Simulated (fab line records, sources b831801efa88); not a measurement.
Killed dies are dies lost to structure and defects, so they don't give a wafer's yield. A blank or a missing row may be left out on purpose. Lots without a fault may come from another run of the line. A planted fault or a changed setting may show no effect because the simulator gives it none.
Which tool did it? | flow gf180mcu | 24 lots, 72 wafers sampled, at 5 steps of a route of 602

WHAT THE GAUGES READ, wafer by wafer
GF_VT_IMPLANT_OVL_MEAS_40. Usual: VT_IMPLANT_03_OVL 0.5 nm, standard deviation 1.4.
lot  | measured     | on         | VT_IMPLANT_03_OVL (nm) | flag
L074 | day 7 12:05  | overlay-01 | 2.0 -0.4 1.5           |
L075 | day 7 18:48  | overlay-01 | -1.0 -0.9 -1.1         |
L076 | day 8 03:42  | overlay-02 | 1.2 1.3 2.2            |
L077 | day 8 09:59  | overlay-01 | 0.1 -0.3 1.0           |
L078 | day 8 14:26  | overlay-01 | -0.3 -1.3 -1.4         |
L079 | day 9 01:41  | overlay-01 | 0.3 0.3 0.5            |
L080 | day 9 06:16  | overlay-02 | 1.1 1.9 2.1            |
L081 | day 9 13:26  | overlay-01 | -0.1 0.3 0.1           |
L082 | day 9 19:19  | overlay-02 | 1.9 3.1 2.8            |
L083 | day 10 03:17 | overlay-02 | 0.5 0.7 1.3            |
L084 | day 10 08:30 | overlay-02 | 1.2 1.3 -0.2           |
L085 | day 10 13:16 | overlay-01 | 2.7 0.4 1.9            |
L086 | day 10 18:11 | overlay-02 | 0.2 0.2 1.6            |
L087 | day 11 06:30 | overlay-01 | -1.1 -0.8 -0.5         |
L088 | day 11 10:54 | overlay-02 | 1.9 -0.2 -0.1          |
L089 | day 11 20:09 | overlay-02 | 1.8 0.8 2.9            |
L090 | day 11 23:12 | overlay-02 | 2.4 2.0 0.7            |
L091 | day 12 05:53 | overlay-02 | -1.2 -1.4 -1.5         |
L092 | day 12 14:59 | overlay-02 | 0.6 0.9 0.9            |
L093 | day 12 19:03 | overlay-01 | -0.6 -2.1 -1.1         |
L094 | day 13 03:00 | overlay-01 | -0.4 -0.7 -1.5         |
L095 | day 13 07:41 | overlay-02 | 3.2 0.4 2.2            |
L096 | day 13 17:11 | overlay-02 | -1.3 -1.1 -0.9         |
L097 | day 13 22:28 | overlay-02 | 3.9 2.5 3.7            |

GF_PSD_OVL_MEAS_08. Usual: PSD_OVL -0.2 nm, standard deviation 1.1.
lot  | measured     | on         | PSD_OVL (nm)   | flag
L074 | day 14 08:01 | overlay-01 | 0.0 0.9 -0.1   |
L075 | day 14 14:02 | overlay-01 | -1.1 -1.0 -0.6 |
L076 | day 15 00:12 | overlay-02 | -1.4 -0.3 -0.5 |
L077 | day 15 11:39 | overlay-01 | 2.0 1.4 1.8    |
L078 | day 15 16:23 | overlay-01 | -0.5 -0.4 0.6  |
L079 | day 16 04:28 | overlay-02 | 0.3 -0.7 -0.1  |
L080 | day 16 14:27 | overlay-02 | 0.6 -1.6 -1.9  |
L081 | day 16 21:27 | overlay-02 | 1.2 0.1 0.3    |
L082 | day 17 03:18 | overlay-01 | -0.8 1.9 1.0   |
L083 | day 17 13:14 | overlay-01 | -0.1 0.2 0.8   |
L084 | day 17 23:24 | overlay-02 | -0.1 -0.7 0.7  |
L085 | day 18 03:51 | overlay-02 | -1.6 -1.6 -1.3 |
L086 | day 18 06:19 | overlay-02 | 0.7 1.5 2.4    |
L087 | day 18 21:41 | overlay-02 | 0.7 0.0 0.8    |
L088 | day 19 04:53 | overlay-01 | 0.5 1.2 0.3    |
L089 | day 19 15:12 | overlay-02 | 0.4 1.4 -0.3   |
L090 | day 19 20:11 | overlay-01 | -1.6 -0.3 -1.1 |
L091 | day 20 04:42 | overlay-01 | 1.2 0.5 0.5    |
L092 | day 20 15:13 | overlay-01 | -1.3 0.3 -1.0  |
L093 | day 20 23:33 | overlay-02 | 0.5 -0.6 -0.7  |
L094 | day 21 04:36 | overlay-02 | -0.2 -0.1 0.6  |
L095 | day 21 12:34 | overlay-01 | -0.7 -1.3 -0.1 |
L096 | day 22 02:30 | overlay-02 | -2.8 -3.2 -2.2 |
L097 | day 22 03:07 | overlay-02 | -1.6 -0.6 -0.9 |

GF_V5_THK_MEAS_25: measures by xrf. Usual: V5_W_THK 353 nm, standard deviation 4.5.
lot  | measured     | on            | V5_W_THK (nm) | flag
L074 | day 27 08:52 | film_metro-02 | 356 352 355   |
L075 | day 27 14:33 | film_metro-03 | 353 351 350   |
L076 | day 28 01:37 | film_metro-01 | 348 354 354   |
L077 | day 28 10:19 | film_metro-03 | 350 346 349   |
L078 | day 28 14:21 | film_metro-01 | 352 352 351   |
L079 | day 29 03:53 | film_metro-02 | 353 352 355   |
L080 | day 29 09:26 | film_metro-01 | 352 350 357   |
L081 | day 29 15:20 | film_metro-03 | 356 353 361   |
L082 | day 29 20:13 | film_metro-02 | 355 357 358   |
L083 | day 30 03:58 | film_metro-02 | 358 356 351   |
L084 | day 30 12:27 | film_metro-01 | 359 353 356   |
L085 | day 30 18:51 | film_metro-02 | 368 356 358   |
L086 | day 30 17:40 | film_metro-01 | 354 351 352   |
L087 | day 31 07:10 | film_metro-01 | 356 359 359   |
L088 | day 31 10:49 | film_metro-03 | 349 350 349   |
L089 | day 31 18:01 | film_metro-03 | 344 346 348   |
L090 | day 31 23:41 | film_metro-01 | 359 352 355   |
L091 | day 32 04:19 | film_metro-01 | 349 355 357   |
L092 | day 32 12:07 | film_metro-03 | 357 359 357   |
L093 | day 32 17:14 | film_metro-02 | 347 353 350   |
L094 | day 32 21:11 | film_metro-01 | 345 347 344   |
L095 | day 33 03:17 | film_metro-02 | 350 348 355   |
L096 | day 33 11:47 | film_metro-03 | 348 350 350   |
L097 | day 33 12:32 | film_metro-03 | 346 352 347   |

WHICH TOOL RAN EACH LOT (tool, then ch and the chambers of the sampled wafers, then the start)
lot  | GF_V2_SPUTTER_22             | GF_V4_STRIP_18
L074 | pvd_sputter-04, day 20 10:22 | plasma_asher-03 ch 0,1, day 24 13:22
L075 | pvd_sputter-02, day 20 18:09 | plasma_asher-03 ch 1, day 24 19:06
L076 | pvd_sputter-02, day 21 04:57 | plasma_asher-04 ch 0,1, day 25 06:58
L077 | pvd_sputter-03, day 21 17:21 | plasma_asher-03 ch 0,1, day 25 16:09
L078 | pvd_sputter-03, day 21 22:55 | plasma_asher-02 ch 0,1, day 25 20:54
L079 | pvd_sputter-03, day 22 12:48 | plasma_asher-04 ch 0,1, day 26 11:10
L080 | pvd_sputter-03, day 22 21:40 | plasma_asher-03 ch 0,1, day 26 18:37
L081 | pvd_sputter-02, day 23 04:27 | plasma_asher-03 ch 0,1, day 27 00:20
L082 | pvd_sputter-04, day 23 10:07 | plasma_asher-02 ch 0,1, day 27 05:42
L083 | pvd_sputter-02, day 23 20:52 | plasma_asher-03 ch 0,1, day 27 14:18
L084 | pvd_sputter-02, day 24 06:01 | plasma_asher-02 ch 0,1, day 27 23:30
L085 | pvd_sputter-04, day 24 11:46 | plasma_asher-04 ch 0,1, day 28 05:34
L086 | pvd_sputter-02, day 24 11:48 | plasma_asher-04 ch 0,1, day 28 05:01
L087 | pvd_sputter-04, day 25 03:55 | plasma_asher-02 ch 0, day 28 19:58
L088 | pvd_sputter-02, day 25 08:21 | plasma_asher-02 ch 0,1, day 28 22:53
L089 | pvd_sputter-03, day 25 17:24 | plasma_asher-04 ch 0,1, day 29 07:06
L090 | pvd_sputter-04, day 25 22:58 | plasma_asher-03 ch 0,1, day 29 12:56
L091 | pvd_sputter-02, day 26 06:57 | plasma_asher-03 ch 0,1, day 29 18:58
L092 | pvd_sputter-03, day 26 14:52 | plasma_asher-03 ch 0,1, day 30 02:49
L093 | pvd_sputter-02, day 26 21:58 | plasma_asher-03 ch 0,1, day 30 08:49
L094 | pvd_sputter-02, day 27 03:13 | plasma_asher-03 ch 0,1, day 30 13:17
L095 | pvd_sputter-03, day 27 09:54 | plasma_asher-03 ch 1, day 30 19:42
L096 | pvd_sputter-04, day 27 21:00 | plasma_asher-03 ch 0,1, day 31 05:30
L097 | pvd_sputter-02, day 27 22:14 | plasma_asher-03 ch 0,1, day 31 06:51
- GF_V2_SPUTTER_22: material TiN, target thk 10 nm, time 40 s.
- GF_V4_STRIP_18: strips in O2/N2.

WHAT THE TOOLS THEMSELVES READ (means of the sampled wafers that have a number; where no wafer has one, the mark that the record gives instead)
GF_V2_SPUTTER_22. Usual: throttle_valve_pct 29.5 %, standard deviation 1.
lot  | tool           | throttle_valve_pct (%) | flag
L074 | pvd_sputter-04 | 30.1                   |
L075 | pvd_sputter-02 | 29.4                   |
L076 | pvd_sputter-02 | 30.0                   |
L077 | pvd_sputter-03 | 29.0                   |
L078 | pvd_sputter-03 | 28.9                   |
L079 | pvd_sputter-03 | 29.0                   |
L080 | pvd_sputter-03 | 29.5                   |
L081 | pvd_sputter-02 | 28.9                   |
L082 | pvd_sputter-04 | 29.5                   |
L083 | pvd_sputter-02 | 29.2                   |
L084 | pvd_sputter-02 | 29.3                   |
L085 | pvd_sputter-04 | 29.3                   |
L086 | pvd_sputter-02 | 29.1                   |
L087 | pvd_sputter-04 | 29.3                   |
L088 | pvd_sputter-02 | 29.9                   |
L089 | pvd_sputter-03 | 29.1                   |
L090 | pvd_sputter-04 | 30.5                   |
L091 | pvd_sputter-02 | 28.9                   |
L092 | pvd_sputter-03 | 29.3                   |
L093 | pvd_sputter-02 | 30.1                   |
L094 | pvd_sputter-02 | 29.7                   |
L095 | pvd_sputter-03 | 28.9                   |
L096 | pvd_sputter-04 | 30.3                   |
L097 | pvd_sputter-02 | 30.8                   |

GF_V4_STRIP_18. Usual: drypump_motor_current_A 5.34 A, standard deviation 0.28; heater_power_w 346 W, standard deviation 34; o2_flow_sccm 3000 sccm, standard deviation 11; oes_product_au 0.593 a.u., standard deviation 0.0047.
lot  | tool            | drypump_motor_current_A (A) | heater_power_w (W) | o2_flow_sccm (sccm) | oes_product_au (a.u.) | flag
L074 | plasma_asher-03 | 5.20                        | 336                | 3009                | 0.589                 |
L075 | plasma_asher-03 | 5.12                        | 328                | 3006                | 0.591                 |
L076 | plasma_asher-04 | 5.13                        | 390                | 3004                | 0.590                 |
L077 | plasma_asher-03 | 5.22                        | 335                | 2998                | 0.590                 |
L078 | plasma_asher-02 | 5.88                        | 353                | 3012                | 0.591                 |
L079 | plasma_asher-04 | 5.08                        | 348                | 3000                | 0.588                 |
L080 | plasma_asher-03 | 5.31                        | 342                | 2990                | 0.597                 |
L081 | plasma_asher-03 | 5.30                        | 338                | 2998                | 0.591                 |
L082 | plasma_asher-02 | 5.86                        | 356                | 2986                | 0.594                 |
L083 | plasma_asher-03 | 5.31                        | 346                | 3009                | 0.591                 |
L084 | plasma_asher-02 | 5.78                        | 345                | 3000                | 0.597                 |
L085 | plasma_asher-04 | 5.08                        | 347                | 2996                | 0.593                 |
L086 | plasma_asher-04 | 5.14                        | 390                | 3007                | 0.597                 |
L087 | plasma_asher-02 | 5.94                        | 361                | 3003                | 0.596                 |
L088 | plasma_asher-02 | 5.78                        | 343                | 2994                | 0.596                 |
L089 | plasma_asher-04 | 5.06                        | 342                | 3002                | 0.596                 |
L090 | plasma_asher-03 | 5.29                        | 341                | 2999                | 0.593                 |
L091 | plasma_asher-03 | 5.31                        | 341                | 2993                | 0.592                 |
L092 | plasma_asher-03 | 5.30                        | 343                | 3001                | 0.594                 |
L093 | plasma_asher-03 | 5.31                        | 342                | 3000                | 0.593                 |
L094 | plasma_asher-03 | 5.21                        | 335                | 2992                | 0.597                 |
L095 | plasma_asher-03 | 5.13                        | 329                | 3012                | 0.593                 |
L096 | plasma_asher-03 | 5.28                        | 344                | 3004                | 0.591                 |
L097 | plasma_asher-03 | 5.30                        | 335                | 3000                | 0.593                 |

THE ANSWER, worked out from the rows above alone
Rule: a lot is off if the mean of its wafers that have a number lies more than 3 standard deviations from the usual mean. A lot without any number at a reading at which 4 lots or more have one is off too. The other lots that the step has rows for count as sound. The gauges are gone through in route order, then the tools' own readings, and for those a lot's mean is taken as printed above. The first step at which some lot is off is used, and at that step the reading that is off furthest; a lot without a number counts as furthest.
No lot is off at any reading shown: from this, nothing can be told.

WHAT THE SIMULATOR HAD PUT IN
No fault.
